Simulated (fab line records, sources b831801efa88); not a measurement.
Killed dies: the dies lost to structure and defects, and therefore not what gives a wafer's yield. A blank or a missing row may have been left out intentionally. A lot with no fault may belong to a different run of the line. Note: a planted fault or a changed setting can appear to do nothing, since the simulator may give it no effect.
Tool commonality check ; flow gf180mcu ; Sample size 11 lots and 39 wafers

WHAT PROMPTED THE OPENING
Of 11 lots, 2 have the reading NWELL_TW flagged at GF_NWELL_TW_MEAS_11. No-fault wafers: 1580, standard deviation 9.9.
Rule: a lot is flagged in two cases, either no wafer of it has a number, or all its wafers with numbers fall more than 4 standard deviations from that mean. All remaining lots are regarded as sound.

lot;measured;on;NWELL_TW, wafer by wafer;flag
L547;day 3 07:22;filmMetro-04;1573 1568 1570;
L550;day 4 01:25;filmMetro-01;1591 1574 1592;
L551;day 4 06:04;filmMetro-01;1577 1575 1588;
L553;day 4 18:05;filmMetro-04;1568 1565 1565;
L561;day 6 12:36;filmMetro-02;1314 1308 1305 1314 1322 1314;FLAGGED
L562;day 6 16:20;filmMetro-04;1288 1285 1290 1274 1274 1295;FLAGGED
L565;day 7 14:33;filmMetro-02;1586 1577 1591;
L566;day 7 15:08;filmMetro-01;1568 1588 1580;
L568;day 8 02:40;filmMetro-02;1592 1581 1581;
L569;day 8 08:17;filmMetro-04;1564 1563 1569;
L570;day 8 14:27;filmMetro-02;1581 1585 1584;
The numbers of the flagged lots are 1299 on average: -281 against the usual, or -28 standard deviations.

TOOL THAT RAN EACH LOT
The record holds 2 process steps before the reading, out of a route of 602 steps. Read each cell as the tool, then ch plus the chambers that the sampled wafers visited, then the start.
lot;flag;GF_NWELL_IMPLANT_08;GF_NWELL_STRIP_10
L547;;implanter-03 ch 0, day 3 06:59;plasmaAsher-03 ch 0,1, day 3 07:15
L550;;implanter-01 ch 0, day 4 01:02;plasmaAsher-03 ch 0,1, day 4 01:18
L551;;implanter-01 ch 0, day 4 05:40;plasmaAsher-04 ch 0,1, day 4 05:58
L553;;implanter-04 ch 0, day 4 17:42;plasmaAsher-01 ch 0,1, day 4 17:58
L561;FLAGGED;implanter-01 ch 0, day 6 12:14;plasmaAsher-01 ch 0,1, day 6 12:30
L562;FLAGGED;implanter-01 ch 0, day 6 15:58;plasmaAsher-03 ch 0,1, day 6 16:15
L565;;implanter-03 ch 0, day 7 14:09;plasmaAsher-04 ch 0,1, day 7 14:27
L566;;implanter-04 ch 0, day 7 14:44;plasmaAsher-01 ch 0,1, day 7 15:01
L568;;implanter-03 ch 0, day 8 02:17;plasmaAsher-04 ch 1, day 8 02:33
L569;;implanter-04 ch 0, day 8 07:53;plasmaAsher-03 ch 0,1, day 8 08:10
L570;;implanter-03 ch 0, day 8 14:03;plasmaAsher-03 ch 0,1, day 8 14:21
These steps, and what they do:
- GF_NWELL_IMPLANT_08
- GF_NWELL_STRIP_10: strips in O2/N2.
- GF_NWELL_TW_MEAS_11

FLAGGED AGAINST TOTAL, ONE TOOL AT A TIME (gauges that did the reading follow at the end)
step;tool;lots run;flagged;share of the flagged lots;sound lots run after its first flagged lot
GF_NWELL_IMPLANT_08;implanter-01;4;2;all;0
GF_NWELL_IMPLANT_08;implanter-03;4;0;none;-
GF_NWELL_IMPLANT_08;implanter-04;3;0;none;-
GF_NWELL_STRIP_10;plasmaAsher-01;3;1;some;1 (L566)
GF_NWELL_STRIP_10;plasmaAsher-03;5;1;some;2 (L569,L570)
GF_NWELL_STRIP_10;plasmaAsher-04;3;0;none;-
GF_NWELL_TW_MEAS_11;filmMetro-01;3;0;none;-
GF_NWELL_TW_MEAS_11;filmMetro-02;4;1;some;3 (L565,L568,L570)
GF_NWELL_TW_MEAS_11;filmMetro-04;4;1;some;1 (L569)

WHAT THE TABLE ALLOWS
Rows of the table that ran each flagged lot: 1, that is implanter-01 at GF_NWELL_IMPLANT_08.
- implanter-01 at GF_NWELL_IMPLANT_08: 2 of its 4 lots flagged. A fault beginning between L551 (day 4 05:40), its last sound lot, and L561 (day 6 12:14), its first flagged one, fits the data. Its own readings (doseIonsCm2, faradayCurrentUA) fall more than 4 standard deviations out on all wafers of the flagged lots.
What remains is a single tool, implanter-01 at GF_NWELL_IMPLANT_08.

WHAT THE SIMULATOR HAD INSERTED
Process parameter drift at GF_NWELL_IMPLANT_08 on implanter-01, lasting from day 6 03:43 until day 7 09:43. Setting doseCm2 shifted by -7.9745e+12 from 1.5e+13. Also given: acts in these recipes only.
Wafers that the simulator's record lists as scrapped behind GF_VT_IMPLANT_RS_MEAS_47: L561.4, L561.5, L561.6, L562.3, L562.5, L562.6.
Shown lots that were struck: L561, L562. The rule above reached the same finding.
